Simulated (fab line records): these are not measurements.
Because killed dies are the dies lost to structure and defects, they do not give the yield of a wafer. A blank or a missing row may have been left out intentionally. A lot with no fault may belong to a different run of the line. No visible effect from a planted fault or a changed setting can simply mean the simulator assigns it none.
Which of the tools did it? -- flow gf180mcu -- 33 wafers from 11 lots sampled at 6 of the route's 602 steps

WHAT EACH GAUGE READ, for each wafer
GF_NWELL_OVL_MEAS_07.
lot,measured,on,NWELL_OVL (nm)
L338,day 3 13:45,overlay-02,0.0 -0.6 0.6
L340,day 3 23:21,overlay-02,1.6 1.1 1.0
L341,day 4 05:09,overlay-02,-1.2 -1.4 -0.7
L343,day 4 16:12,overlay-02,0.1 0.6 0.8
L344,day 4 21:18,overlay-02,-0.1 -0.5 0.2
L346,day 5 07:37,overlay-01,-2.0 -0.6 -1.8
L353,day 6 23:46,overlay-02,-0.5 -0.6 -1.1
L354,day 7 03:26,overlay-01,-1.8 -1.4 -1.2
L355,day 7 12:19,overlay-02,0.6 -0.7 0.5
L358,day 8 02:15,overlay-02,-0.7 -1.0 -0.8
L360,day 8 13:56,overlay-02,-2.1 -1.4 -1.1

GF_PSD_TW_MEAS_11.
lot,measured,on,PSD_TW
L338,day 14 14:59,film metro-04,3156 3150 3137
L340,day 15 06:56,film metro-03,3196 3208 3211
L341,day 15 17:40,film metro-01,3137 3128 3147
L343,day 16 08:39,film metro-04,3167 3173 3167
L344,day 16 19:24,film metro-04,2848 2867 2867
L346,day 17 10:16,film metro-04,2824 2821 2831
L353,day 20 03:50,film metro-04,3171 3156 3156
L354,day 20 08:39,film metro-01,3174 3165 3177
L355,day 20 23:49,film metro-04,3164 3168 3167
L358,day 21 17:35,film metro-04,3153 3151 3155
L360,day 22 14:06,film metro-04,3142 3180 3166

GF_PSD_RS_MEAS_15: measurement is done with a four-point probe.
lot,measured,on,PSD_RS (ohm/sq)
L338,day 14 15:19,film metro-04,108.54 108.54 108.68
L340,day 15 07:20,film metro-04,108.45 108.52 108.30
L341,day 15 17:59,film metro-04,108.68 108.89 108.98
L343,day 16 08:58,film metro-03,108.51 108.38 108.25
L344,day 16 19:43,film metro-03,139.00 138.31 138.62
L346,day 17 10:35,film metro-01,140.24 140.95 140.69
L353,day 20 04:09,film metro-04,107.95 108.50 108.32
L354,day 20 08:58,film metro-03,108.22 108.31 108.41
L355,day 21 00:13,film metro-03,108.62 108.23 108.37
L358,day 21 17:54,film metro-04,108.25 108.11 107.86
L360,day 22 14:25,film metro-01,108.61 108.83 108.75

EACH LOT AND THE TOOL THAT RAN IT (in order: tool; ch and the chambers of the sampled wafers; start)
lot,GF_STI_STRIP_15,GF_PSD_IMPLANT_09,GF_PSD_STRIP_10
L338,"plasma asher-02 ch 0, day 2 08:01","implanter-04 ch 0, day 14 14:45","plasma asher-02 ch 0,1, day 14 14:53"
L340,"plasma asher-01 ch 0,1, day 2 16:13","implanter-02 ch 0, day 15 06:41","plasma asher-02 ch 0,1, day 15 06:50"
L341,"plasma asher-04 ch 0,1, day 2 22:43","implanter-02 ch 0, day 15 17:26","plasma asher-02 ch 0,1, day 15 17:33"
L343,"plasma asher-04 ch 0,1, day 3 09:07","implanter-02 ch 0, day 16 08:24","plasma asher-01 ch 0,1, day 16 08:33"
L344,"plasma asher-04 ch 0,1, day 3 14:22","implanter-02 ch 0, day 16 19:09","plasma asher-03 ch 0,1, day 16 19:18"
L346,"plasma asher-01 ch 0,1, day 4 00:10","implanter-02 ch 0, day 17 10:02","plasma asher-03 ch 0, day 17 10:09"
L353,"plasma asher-02 ch 0,1, day 5 12:52","implanter-03 ch 0, day 20 03:35","plasma asher-01 ch 0,1, day 20 03:43"
L354,"plasma asher-02 ch 0,1, day 5 16:49","implanter-04 ch 0, day 20 08:24","plasma asher-01 ch 0,1, day 20 08:33"
L355,"plasma asher-02 ch 0,1, day 5 23:45","implanter-04 ch 0, day 20 23:36","plasma asher-01 ch 0,1, day 20 23:44"
L358,"plasma asher-01 ch 0,1, day 6 14:07","implanter-02 ch 0, day 21 17:20","plasma asher-02 ch 0,1, day 21 17:29"
L360,"plasma asher-01 ch 0,1, day 7 01:04","implanter-03 ch 0, day 22 13:51","plasma asher-03 ch 0,1, day 22 14:00"
- GF_STI_STRIP_15: strips in O2/N2.
- GF_PSD_IMPLANT_09
- GF_PSD_STRIP_10: strips in O2/N2.

AS READ BY THE TOOLS THEMSELVES (means over the sampled wafers that have a number; for cases with no such wafer, the mark the record gives instead)
GF_STI_STRIP_15.
lot,tool,drypump motor current A (A),heater power w (W),oes product au (a.u.),strip time to endpoint s (s)
L338,plasma asher-02,5.65,345,0.383,3.74
L340,plasma asher-01,6.23,364,0.381,3.71
L341,plasma asher-04,6.01,312,0.384,3.76
L343,plasma asher-04,6.11,311,0.382,3.74
L344,plasma asher-04,6.11,307,0.386,3.75
L346,plasma asher-01,6.37,384,0.381,3.69
L353,plasma asher-02,5.71,338,0.383,3.73
L354,plasma asher-02,5.68,343,0.378,3.69
L355,plasma asher-02,5.68,345,0.382,3.72
L358,plasma asher-01,6.39,390,0.380,3.68
L360,plasma asher-01,6.24,365,0.382,3.71

GF_PSD_IMPLANT_09.
lot,tool,dose ions cm2,end station pressure torr (Torr),faraday current uA
L338,implanter-04,1.5007e+15,1.12e-05,8201
L340,implanter-02,1.5013e+15,1.22e-05,8136
L341,implanter-02,1.4985e+15,1.14e-05,8244
L343,implanter-02,1.5000e+15,1.21e-05,8280
L344,implanter-02,9.3683e+14,9.57e-06,5195
L346,implanter-02,9.3713e+14,8.87e-06,5125
L353,implanter-03,1.5013e+15,1.16e-05,8212
L354,implanter-04,1.5022e+15,1.16e-05,8320
L355,implanter-04,1.4993e+15,1.13e-05,8293
L358,implanter-02,1.5004e+15,1.15e-05,8108
L360,implanter-03,1.5026e+15,1.24e-05,8351

GF_PSD_STRIP_10.
lot,tool,drypump motor current A (A),heater power w (W),oes product au (a.u.),strip time to endpoint s (s)
L338,plasma asher-02,5.7,343,0.593,16.51
L340,plasma asher-02,5.7,338,0.588,16.53
L341,plasma asher-02,5.7,345,0.592,16.49
L343,plasma asher-01,6.4,385,0.590,16.57
L344,plasma asher-03,5.6,390,0.624,15.12
L346,plasma asher-03,6.0,421,0.628,15.03
L353,plasma asher-01,6.2,360,0.594,16.44
L354,plasma asher-01,6.4,390,0.593,16.53
L355,plasma asher-01,6.4,384,0.588,16.48
L358,plasma asher-02,5.7,336,0.597,16.52
L360,plasma asher-03,5.2,380,0.595,16.54

THE ANSWER, worked out from the rows above alone
Rule: the lots themselves supply what counts as usual. The widest of any qualifying gaps counts: lots, ordered by their means at a reading, are off when they make up no more than a third of the lots, leave a main group of 4 or more, and stand apart from it by 3 or more times the standard deviation of that group's means. A main group whose means are all the same, to the digits that the tables above print for the reading, isn't used. A lot without any number at a reading at which 4 lots or more have one is off too. Any other lot the step has rows for is counted as sound. The gauges are gone through in route order, then the tools' own readings, and for those a lot's mean is taken as printed above. At the first step where some lot is off, the reading lying furthest off is the one used; lots without a number count as furthest.
Off: L344, L346, seen at GF_PSD_TW_MEAS_11 (PSD_TW). The main group: mean 3164, standard deviation 18.
A tool fits if, at a process step before that reading, it ran every lot that is off, and no sound lot after the first of them. The gauges at GF_PSD_TW_MEAS_11 aren't tried: what is off there is off at GF_PSD_RS_MEAS_15 too, on other tools, and a gauge's error can't cause that. No candidate that was tried fits.

WHAT THE SIMULATOR PUT IN
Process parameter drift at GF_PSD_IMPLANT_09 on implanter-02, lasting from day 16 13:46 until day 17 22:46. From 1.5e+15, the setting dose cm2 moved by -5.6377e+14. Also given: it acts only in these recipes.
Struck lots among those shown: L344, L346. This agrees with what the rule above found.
